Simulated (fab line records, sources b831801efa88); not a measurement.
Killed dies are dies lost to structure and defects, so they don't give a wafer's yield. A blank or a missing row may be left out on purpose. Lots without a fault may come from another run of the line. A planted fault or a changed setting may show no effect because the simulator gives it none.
One fault seen from 2 desks | flow gf180mcu | each desk has only its own numbers; what lay behind them comes last

THE METROLOGY DESK
What the gauges read, lot by lot, whatever tool the lot ran on: means of the sampled wafers that have a number. A lot is out of limits, marked OUT, if its mean lies more than 4 standard deviations from the usual mean; the brackets give that distance.
Columns: A = POLY_GATE_OVL at GF_POLY_GATE_OVL_MEAS_11, usual 1 nm; B = cd_nm at GF_NSD_CD_MEAS_07, usual 400.0 nm
lot  | first seen here | A  | B
L212 | day 9 10:04     | -1 | 403.2
L213 | day 9 15:55     | 7  | 404.0
L214 | day 9 20:34     | -1 | 399.1
L215 | day 10 05:52    | -2 | 396.3
L216 | day 10 09:23    | -4 | 404.2
L217 | day 10 13:48    | -4 | 400.7
L224 | day 12 17:48    | -1 | 388.5 (-4.6) OUT
L227 | day 13 11:53    | 3  | 389.1 (-4.4) OUT
L228 | day 13 19:50    | -7 | 400.5
L231 | day 14 20:09    | 2  | 402.8
L232 | day 15 02:11    | -0 | 399.0
L233 | day 15 08:26    | -1 | 399.9
This desk's finding: out of limits on L224, L227; first on L224, day 17 12:33 (cd_nm at GF_NSD_CD_MEAS_07). In limits: L212, L213, L214, L215, L216, L217, L228, L231, L232, L233.

THE TOOL OWNER'S DESK: iline_stepper-01
The tool's own readings at GF_NSD_EXPOSE_04 (exposes mask Nplus, target cd 400 nm): means of the sampled wafers that have a number, for each lot that ran on this tool. A lot is out of limits, marked OUT, if its mean lies more than 4 standard deviations from the usual mean; the brackets give that distance.
Columns: A = exposure_dose_mJ_cm2 at GF_NSD_EXPOSE_04, usual 140.6; B = reticle_temp_C at GF_NSD_EXPOSE_04, usual 22.99 C
lot  | first seen here | A                | B
L212 | day 13 02:22    | 139.7            | 22.96
L213 | day 13 10:52    | 140.0            | 23.01
L214 | day 13 14:04    | 139.9            | 23.01
L215 | day 14 03:48    | 140.1            | 23.09
L216 | day 14 06:37    | 139.9            | 22.85
L224 | day 17 00:50    | 134.1 (-8.6) OUT | 22.97
L227 | day 17 20:16    | 135.2 (-7.2) OUT | 22.96
This desk's finding: out of limits on L224, L227; first on L224, day 17 00:50 (exposure_dose_mJ_cm2 at GF_NSD_EXPOSE_04). In limits: L212, L213, L214, L215, L216.

PUT TOGETHER
The tool owner's desk could have raised an alarm at day 17 00:50, on L224, L227.
The metrology desk could have raised an alarm at day 17 12:33, on L224, L227.
Of the lots named, all ran GF_NSD_EXPOSE_04 on iline_stepper-01.

WHAT THE SIMULATOR HAD PUT IN
Process parameter drift: iline_stepper-01, from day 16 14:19 on, at GF_NSD_EXPOSE_04. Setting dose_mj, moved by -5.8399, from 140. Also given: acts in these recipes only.
Lots struck among those shown: L224, L227.
Hours from the fault's start to each desk's first reading out of limits: the tool owner's desk, 11; the metrology desk, 22.
